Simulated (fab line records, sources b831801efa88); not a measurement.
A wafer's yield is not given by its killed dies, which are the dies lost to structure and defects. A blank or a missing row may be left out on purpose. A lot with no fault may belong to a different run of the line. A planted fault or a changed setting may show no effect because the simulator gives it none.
A single fault, viewed from 2 desks    flow sky130    numbers are kept per desk, each desk with only its own; the story behind them comes last

== TOOL OWNER'S DESK, implanter-04 ==
For each lot that ran on this tool, the mean over its sampled wafers that have a number, from the tool's own readings at SKY_LDD_HVP_IMPLANT_08. The brackets show how far a lot's mean lies from the usual mean; more than 4 standard deviations puts the lot out of limits, marked OUT.
Columns: A = doseIonsCm2 at SKY_LDD_HVP_IMPLANT_08, usual 1.7002e+13; B = tiltDeg at SKY_LDD_HVP_IMPLANT_08, usual 17.898 degrees
lot   first seen here  A                     B
L249  day 21 19:11     1.7026e+13            17.900
L255  day 24 10:01     1.6977e+13            17.864
L256  day 24 14:53     1.7000e+13            17.900
L261  day 26 18:48     1.7955e+13 (+56) OUT  17.888
L262  day 26 18:59     1.7925e+13 (+54) OUT  17.897
This desk's verdict: out of limits on L261, L262, starting with L261 at day 26 18:48 (doseIonsCm2 at SKY_LDD_HVP_IMPLANT_08). L249, L255, L256 stayed within limits.

== AT THE METROLOGY DESK ==
What the gauges read for every lot (on any tool): the sampled wafers with a number, averaged. The brackets show how far a lot's mean lies from the usual mean; more than 4 standard deviations puts the lot out of limits, marked OUT.
Columns: A = cdNm at SKY_POLY_GATE_CD_MEAS_13, usual 150.4 nm; B = cdNm at SKY_POLY_GATE_CD_MEAS_22, usual 150.1 nm; C = LDD_HVP_TW at SKY_LDD_HVP_TW_MEAS_10, usual 457.1; D = CONTACT_CVD_00_THK at SKY_CONTACT_THK_MEAS_01, usual 74.8 nm
lot   first seen here  A      B      C                 D
L249  day 16 15:51     152.9  152.6  456.2             74.0
L250  day 17 00:52     149.8  148.8  456.3             76.2
L252  day 17 21:54     150.2  150.1  459.0             75.3
L255  day 19 03:55     149.9  149.6  458.1             74.2
L254  day 19 05:23     151.8  150.1  455.8             75.1
L256  day 19 10:28     149.5  149.2  454.3             74.1
L260  day 21 09:57     150.6  149.3  457.0             74.6
L261  day 21 15:40     149.9  149.5  460.2             74.3
L262  day 21 17:22     150.9  151.4  466.6 (+4.1) OUT  74.7
L264  day 22 04:09     149.1  148.3  460.0             74.4
L267  day 23 21:33     151.5  151.7  455.0             75.6
L269  day 24 06:54     149.4  150.0  457.3             74.5
L270  day 24 12:58     152.1  152.5  457.3             74.9
This desk finds L262 out of limits, with the earliest case on L262 at day 26 19:13 (LDD_HVP_TW at SKY_LDD_HVP_TW_MEAS_10). L249, L250, L252, L255, L254, L256, L260, L261, L264, L267, L269, L270 stayed within limits.

== ALL TOGETHER ==
The tool owner's desk had the chance to raise an alarm at day 26 18:48 on L261, L262.
Metrology desk: alarm possible at day 26 19:13 on L262.
The metrology desk has L261 on record, within its limits.
The lots listed all ran SKY_LDD_HVP_IMPLANT_08 on implanter-04.

== WHAT WAS PUT IN BY THE SIMULATOR ==
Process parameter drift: implanter-04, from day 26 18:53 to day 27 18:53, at SKY_LDD_HVP_IMPLANT_08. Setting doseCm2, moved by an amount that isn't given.
Struck lots among those shown: L261, L262.
